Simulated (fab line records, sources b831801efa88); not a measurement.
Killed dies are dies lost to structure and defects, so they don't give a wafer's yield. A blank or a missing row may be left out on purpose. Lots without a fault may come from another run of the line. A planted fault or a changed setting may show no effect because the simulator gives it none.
fab line records | flow sky130
record lots=11 wafers=33 last_day=50
route steps=708 shown DNWELL@44 VT_ADJUST_PCH@152 VIA1@474 PASSIVATION@681
lots that met no fault: from a run of the same line without faults
start_h: hours from the record's first day to the start of the lot's first wafer shown | wait_h: hours since the lot's step before | " the same as in the row above | L1.1+2: a row that stands for several wafers | - no value, or no start given | * or withheld: withheld | < > ~ a bound
route shown NAME@n: a module of which the file shows steps, and the number in the route of the first | usual: mean/standard deviation of fault-free wafers | same: alike in all rows | chamber/n: place in a boat | sites: the reading at each site | _std_site: their standard deviation | _edge_site: outer sites' mean less inner sites' | radius_mm: how far each site lies from the wafer's centre | mask NAME#n: copy n | behind: the tool/chamber that last shaped the wafer | hold: why the lot was held/for how many hours/how that ended | device: the transistor (n, p or np) that didn't switch | end of line: the same wafers' tests at the end of the route | a step without rows: its recipe alone | killed: dies lost to structure and defects at the first sort, not the wafer's yield | map: a wafer's dies, x killed, . not, _ none there
set.NAME: the setting as run; set.NAME@STEP: as run at that earlier step | model.NAME: the simulator's own value behind a step, which no gauge read
steps of the route over a sample of lots; a table a step, a row a wafer
services: from which hour (start_h, from the record's first day; less than 0 if before it) a tool's chamber was out of use, for how many hours, and why
## steps
# step SKY_DNWELL_TW_MEAS_09
# usual DNWELL_TW=1118/8.9
# columns lot.wafer tool chamber start_h wait_h DNWELL_TW
L643.1 film_metro-01 - 60.45 0.1 1127
L643.3 " - " " 1121
L643.5 " - " " 1125
L645.1 film_metro-03 - 72.36 0.1 1101
L645.2 " - " " 1103
L645.6 " - " " 1107
L649.2 film_metro-03 - 90.51 0.1 1114
L649.3 " - " " 1113
L649.6 " - " " 1111
L652.1 film_metro-01 - 109.00 0.1 1127
L652.3 " - " " 1131
L652.4 " - " " 1134
L653.1 film_metro-04 - 115.30 0.1 1118
L653.3 " - " " 1121
L653.5 " - " " 1116
L656.3 film_metro-03 - 127.87 0.1 1104
L656.4 " - " " 1100
L656.6 " - " " 1111
L657.1 film_metro-04 - 132.80 0.1 1123
L657.3 " - " " 1121
L657.5 " - " " 1120
L661.4 film_metro-03 - 155.08 0.1 1120
L661.5 " - " " 1114
L661.6 " - " " 1106
L662.1 film_metro-03 - 162.45 0.1 1108
L662.5 " - " " 1115
L662.6 " - " " 1108
L663.2 film_metro-04 - 167.22 0.1 1117
L663.4 " - " " 1116
L663.5 " - " " 1114
L664.1 film_metro-03 - 172.20 0.1 1124
L664.2 " - " " 1120
L664.3 " - " " 1129
# step SKY_VT_ADJUST_PCH_STRIP_09
# recipe chemistry=O2/N2 power_w=1400 pressure_mtorr=1500 platen_temp_c=withheld o2_flow_sccm=3000 n2_flow_sccm=300 overash_fraction=0.5
# usual drypump_motor_current_A=5.46/0.19 oes_product_au=0.723/0.0043 strip_time_to_endpoint_s=36.94/0.087
# columns lot.wafer tool chamber start_h wait_h drypump_motor_current_A oes_product_au rf_hours_counter_h strip_time_to_endpoint_s
L643.1 plasma_asher-03 1 242.23 0.1 5.70 0.729 53 36.77
L643.3 " 1 " " 5.69 0.732 - 36.89
L643.5 " 0 " " 5.29 0.724 - 36.86
L645.1 plasma_asher-01 1 259.22 0.1 5.41 0.727 14 37.00
L645.2 " 0 " " 5.52 0.721 14 36.95
L645.6 " 1 " " 5.41 0.726 - 36.94
L649.2 plasma_asher-01 0 283.93 0.1 5.52 0.722 17 36.96
L649.3 " 0 " " 5.52 0.725 - 37.03
L649.6 " 1 " " 5.44 0.714 - 37.14
L652.1 plasma_asher-03 1 307.58 0.1 5.68 0.731 60 36.89
L652.3 " 0 " " 5.24 0.720 - 36.97
L652.4 " 1 " " 5.71 0.721 - 36.90
L653.1 plasma_asher-04 0 318.86 0.1 5.12 0.721 49 36.92
L653.3 " 0 " " 5.14 0.712 - 36.87
L653.5 " 1 " " 5.69 0.727 - 36.99
L656.3 plasma_asher-04 1 333.27 0.1 5.69 0.723 - 36.82
L656.4 " 0 " " 5.14 0.721 - 36.88
L656.6 " 0 " " 5.11 0.723 - 36.82
L657.1 plasma_asher-01 1 341.13 0.1 5.43 0.719 22 37.03
L657.3 " 1 " " 5.45 0.723 - 36.96
L657.5 " 0 " " 5.52 0.712 - 37.08
L661.4 plasma_asher-04 0 371.32 0.1 5.10 0.730 - 36.96
L661.5 " 1 " " 5.68 0.721 - 36.85
L661.6 " 0 " " 5.11 0.724 - 36.93
L662.1 plasma_asher-03 0 381.98 0.1 5.28 0.727 67 36.97
L662.5 " 1 " " 5.70 0.719 - 36.93
L662.6 " 0 " " 5.28 0.728 - 36.91
L663.2 plasma_asher-04 0 389.33 0.1 5.17 0.730 56 36.93
L663.4 " 0 " " 5.14 0.729 - 37.05
L663.5 " 1 " " 5.67 0.718 - 36.95
L664.1 plasma_asher-01 1 393.88 0.1 5.45 0.719 28 36.94
L664.2 " 0 " " 5.51 0.725 28 36.99
L664.3 " 1 " " 5.46 0.728 - 36.89
# step SKY_VIA1_STRIP_16
# recipe chemistry=O2/N2 power_w=1400 pressure_mtorr=1500 platen_temp_c=withheld o2_flow_sccm=3000 n2_flow_sccm=300 overash_fraction=0.5
# usual drypump_motor_current_A=5.6/0.44 oes_product_au=0.416/0.0044 strip_time_to_endpoint_s=4.462/0.028
# columns lot.wafer tool chamber start_h wait_h drypump_motor_current_A oes_product_au rf_hours_counter_h strip_time_to_endpoint_s
L643.1 plasma_asher-03 1 806.59 0.0 5.7 0.419 38 4.490
L643.3 " 0 " " 5.3 0.415 - 4.400
L643.5 " 0 " " 5.3 0.406 - 4.422
L645.1 plasma_asher-04 0 825.14 0.0 5.2 0.420 94 4.508
L645.2 " 1 " " 5.7 0.421 94 4.456
L645.6 " 0 " " 5.1 0.415 - 4.503
L649.2 plasma_asher-02 1 851.64 0.0 6.4 0.417 11 4.484
L649.3 " 0 " " 6.2 0.417 - 4.503
L649.6 " 0 " " 6.3 0.415 - 4.483
L652.1 plasma_asher-04 0 881.20 0.0 5.1 0.423 100 4.471
L652.3 " 1 " " 5.7 0.410 - 4.477
L652.4 " 0 " " 5.2 0.420 - 4.498
L653.1 plasma_asher-02 0 891.69 0.0 6.3 0.417 14 4.438
L653.3 " 0 " " 6.3 0.413 - 4.455
L653.5 " 0 " " 6.3 0.410 - 4.438
L656.3 plasma_asher-04 0 899.67 0.1 5.2 0.412 - 4.458
L656.4 " 1 " " 5.7 0.410 - 4.444
L656.6 " 0 " " 5.1 0.420 - 4.470
L657.1 plasma_asher-03 1 907.30 0.0 5.7 0.420 48 4.452
L657.3 " 0 " " 5.3 0.420 - 4.475
L657.5 " 1 " " 5.7 0.413 - 4.468
L661.4 plasma_asher-02 1 940.09 0.1 6.4 0.417 - 4.484
L661.5 " 1 " " 6.4 0.426 - 4.499
L661.6 " 0 " " 6.2 0.410 - 4.505
L662.1 plasma_asher-04 1 944.69 0.0 5.7 0.420 106 4.436
L662.5 " 0 " " 5.1 0.419 - 4.510
L662.6 " 1 " " 5.7 0.415 - 4.467
L663.2 plasma_asher-02 1 952.90 0.0 6.4 0.426 21 4.468
L663.4 " 1 " " 6.5 0.414 - 4.484
L663.5 " 1 " " 6.4 0.422 - 4.472
L664.1 plasma_asher-03 1 955.45 0.0 5.7 0.421 53 4.445
L664.2 " 0 " " 5.3 0.415 53 4.470
L664.3 " 1 " " 5.7 0.409 - 4.464
# step SKY_PASSIVATION_CVD_00
# recipe material=SiO2 target_thk_nm=90 temp_c=400 time_s=withheld rf_w=600
# usual heater_power_w=636/81
# columns lot.wafer tool chamber start_h wait_h heater_power_w
L643.1 pecvd-04 0 1042.75 0.0 645
L643.3 " 1 " " 717
L643.5 " 2 " " 730
L645.1 pecvd-03 2 1060.15 0.0 563
L645.2 " 1 " " 708
L645.6 " 1 " " 719
L649.2 pecvd-04 1 1077.76 0.0 660
L649.3 " 0 " " 641
L649.6 " 1 " " 674
L652.1 pecvd-04 0 1102.85 0.0 737
L652.3 " 2 " " 651
L652.4 " 2 " " 683
L653.1 pecvd-02 2 1112.25 0.0 587
L653.3 " 0 " " 449
L653.5 " 2 " " 591
L656.3 pecvd-04 1 1118.62 0.0 591
L656.4 " 0 " " 666
L656.6 " 1 " " 592
L657.1 pecvd-04 2 1124.19 0.0 718
L657.3 " 1 " " 709
L657.5 " 0 " " 592
L661.4 pecvd-02 2 1149.62 0.0 500
L661.5 " 1 " " 663
L661.6 " 0 " " 519
L662.1 pecvd-02 2 1155.01 0.0 633
L662.5 " 1 " " 626
L662.6 " 2 " " 619
L663.2 pecvd-02 0 1160.98 0.0 474
L663.4 " 1 " " 747
L663.5 " 2 " " 554
L664.1 pecvd-03 1 1162.85 0.0 633
L664.2 " 2 " " 580
L664.3 " 0 " " 632
# step SKY_PASSIVATION_THK_MEAS_01
# recipe reads=SiO2_of_PASSIVATION_CVD_00
# usual PASSIVATION_CVD_00_THK=89.6/1.5
# columns lot.wafer tool chamber start_h wait_h hold PASSIVATION_CVD_00_THK[nm]
L643.1 film_metro-02 - 1042.77 - - 88.3
L643.3 " - " " - 87.5
L643.5 " - " " - 89.5
L645.1 film_metro-02 - 1060.20 - - 86.9
L645.2 " - " " - 89.5
L645.6 " - " " - 90.5
L649.2 film_metro-03 - 1077.80 - - 87.0
L649.3 " - " " - 89.7
L649.6 " - " " - 89.2
L652.1 film_metro-03 - 1102.87 - await_dispo/0.2h/release 80.3
L652.3 " - " " await_dispo/0.2h/release 88.1
L652.4 " - " " await_dispo/0.2h/release 90.4
L652.1 film_metro-03 - 1103.10 0.2 - 80.4
L652.3 " - " " - 88.1
L652.4 " - " " - 90.4
L653.1 film_metro-04 - 1112.27 - - 89.6
L653.3 " - " " - 91.3
L653.5 " - " " - 90.7
L656.3 film_metro-02 - 1118.66 - await_dispo/0.2h/release 86.8
L656.4 " - " " await_dispo/0.2h/release 81.6
L656.6 " - " " await_dispo/0.2h/release 89.0
L656.3 film_metro-02 - 1118.99 0.3 - 86.8
L656.4 " - " " - 81.7
L656.6 " - " " - 89.0
L657.1 film_metro-02 - 1124.21 - await_dispo/0.2h/release 87.9
L657.3 " - " " await_dispo/0.2h/release 85.7
L657.5 " - " " await_dispo/0.2h/release 81.0
L657.1 film_metro-02 - 1124.44 0.2 - 88.0
L657.3 " - " " - 85.9
L657.5 " - " " - 80.9
L661.4 film_metro-04 - 1149.66 - - 90.1
L661.5 " - " " - 90.4
L661.6 " - " " - 91.6
L662.1 film_metro-04 - 1155.03 - - 89.1
L662.5 " - " " - 90.8
L662.6 " - " " - 90.8
L663.2 film_metro-04 - 1161.01 - - 91.0
L663.4 " - " " - 90.8
L663.5 " - " " - 90.3
L664.1 film_metro-03 - 1162.87 - - 89.2
L664.2 " - " " - 88.5
L664.3 " - " " - 88.3
## services
# columns tool chamber start_h hours kind
pecvd-04 0 247.22 6.8 repair
pecvd-04 2 253.93 9.1 repair
plasma_asher-04 - 272.96 14.6 pm
pecvd-04 - 285.72 1.8 repair
plasma_asher-03 - 316.40 4.0 repair
plasma_asher-03 - 342.75 1.3 repair
plasma_asher-04 - 393.46 4.5 repair
plasma_asher-03 - 421.25 9.0 pm
pecvd-04 - 451.30 0.9 repair
plasma_asher-04 - 459.72 28.1 pm
pecvd-04 - 537.17 2.8 pm
pecvd-04 - 584.89 6.0 pm
plasma_asher-04 - 639.28 1.6 repair
pecvd-04 2 661.17 20.2 repair
pecvd-04 - 697.65 0.9 repair
plasma_asher-04 - 761.56 10.7 repair
plasma_asher-04 - 806.85 2.8 pm
plasma_asher-04 - 843.59 2.9 repair
plasma_asher-03 - 849.01 2.8 pm
plasma_asher-03 - 887.08 0.5 repair
plasma_asher-04 - 890.12 5.9 repair
plasma_asher-03 - 950.35 3.7 repair
plasma_asher-04 - 1055.25 9.0 pm
plasma_asher-04 - 1105.69 16.1 repair
## key
first_sign step=SKY_PASSIVATION_THK_MEAS_01 reading=visit direction=added
effect step=SKY_PASSIVATION_THK_MEAS_01 reading=PASSIVATION_CVD_00_THK direction=down sigmas=5.6 usual=89.6 struck=81.0
met_at SKY_PASSIVATION_CVD_00
struck_lots L652,L656,L657
struck_wafers L652.1,L656.4,L657.5
not_acting_at SKY_DNWELL_TW_MEAS_09,SKY_VT_ADJUST_PCH_STRIP_09,SKY_VIA1_STRIP_16
onset_between 1077.76 1102.85
fault kind=site_profile_drift tool=pecvd-04 chamber=0 onset_h=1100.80 steps=SKY_PASSIVATION_CVD_00 basis=fraction max_abs_drift=0.21504 slope_share_per_hr=107.52 site_pattern=0,0,0,0,0,-1,-1,-1,-1
